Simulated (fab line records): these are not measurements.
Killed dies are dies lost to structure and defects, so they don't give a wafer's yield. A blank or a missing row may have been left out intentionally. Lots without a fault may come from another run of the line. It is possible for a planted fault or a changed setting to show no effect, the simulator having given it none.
Matching of chambers :: flow sky130 :: rie-diel-01 running SKY_VIA4_ETCH_12: 4 sister chambers
The step etches SiO2 in C4F8/O2/Ar, stops on TiN, target depth 580 nm. 8 wafers are shown with their chamber, then 11 later ones without.

## WAFERS WITH THEIR CHAMBER
wafer: L078.4
chamber: 3
bias-w (W): 1196
oes-product-au (a.u.): 0.927

wafer: L079.3
chamber: 2
bias-w (W): 1202
oes-product-au (a.u.): 0.927

wafer: L081.1
chamber: 3
bias-w (W): 1202
oes-product-au (a.u.): 0.926

wafer: L081.2
chamber: 1
bias-w (W): 1196
oes-product-au (a.u.): 0.931

wafer: L083.2
chamber: 1
bias-w (W): 1192
oes-product-au (a.u.): 0.927

wafer: L083.4
chamber: 2
bias-w (W): 1203
oes-product-au (a.u.): 0.922

wafer: L083.6
chamber: 0
bias-w (W): 1202
oes-product-au (a.u.): 0.926

wafer: L084.1
chamber: 0
bias-w (W): 1195
oes-product-au (a.u.): 0.928

## WAFERS WHOSE CHAMBER IS MISSING
wafer: L084.5
bias-w (W): 1202
oes-product-au (a.u.): 0.924

wafer: L084.6
bias-w (W): 1196
oes-product-au (a.u.): 0.933

wafer: L089.2
bias-w (W): 1204
oes-product-au (a.u.): 0.921

wafer: L089.4
bias-w (W): 1200
oes-product-au (a.u.): 0.923

wafer: L089.5
bias-w (W): 1208
oes-product-au (a.u.): 0.919

wafer: L092.1
bias-w (W): 1198
oes-product-au (a.u.): 0.927

wafer: L092.5
bias-w (W): 1197
oes-product-au (a.u.): 0.935

wafer: L092.6
bias-w (W): 1201
oes-product-au (a.u.): 0.936

wafer: L096.2
bias-w (W): 1202
oes-product-au (a.u.): 0.929

wafer: L096.3
bias-w (W): 1203
oes-product-au (a.u.): 0.923

wafer: L096.5
bias-w (W): 1203
oes-product-au (a.u.): 0.928

## CHAMBER TAKEN BY EACH
wafer: L084.5
from the rows above: can't be placed: 2 or 3 or 0
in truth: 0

wafer: L084.6
from the rows above: can't be placed: 1 or 0 or 3
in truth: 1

wafer: L089.2
from the rows above: can't be placed: 2 or 3 or 0
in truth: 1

wafer: L089.4
from the rows above: can't be placed: 2 or 3 or 0
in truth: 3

wafer: L089.5
from the rows above: can't be placed: 2 or 3 or 0
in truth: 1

wafer: L092.1
from the rows above: can't be placed: 0 or 3 or 1 or 2
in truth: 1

wafer: L092.5
from the rows above: can't be placed: 1 or 0 or 3
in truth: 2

wafer: L092.6
from the rows above: can't be placed: 1 or 0 or 3 or 2
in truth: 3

wafer: L096.2
from the rows above: can't be placed: 0 or 3 or 2 or 1
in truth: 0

wafer: L096.3
from the rows above: can't be placed: 2 or 3 or 0
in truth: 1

wafer: L096.5
from the rows above: can't be placed: 3 or 0 or 2 or 1
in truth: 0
Correct placement for 0 of the 11. Can't be placed from these rows: 11 (the true chamber is among the candidates in 7). Number placed wrongly: 0.
How it was worked out, from the rows above alone: a wafer's distance from a chamber is the root of the sum, over the readings, of the square of ((its reading less the chamber's mean) divided by the reading's scatter). The wafer belongs to the nearest chamber; if the next one is less than 2 further off, it can't be placed. Each chamber's mean is taken over the wafers shown for it. The scatter is the square root of a quotient: the sum, over the shown wafers, of each reading's squared deviation from its chamber's mean, divided by wafers minus chambers.
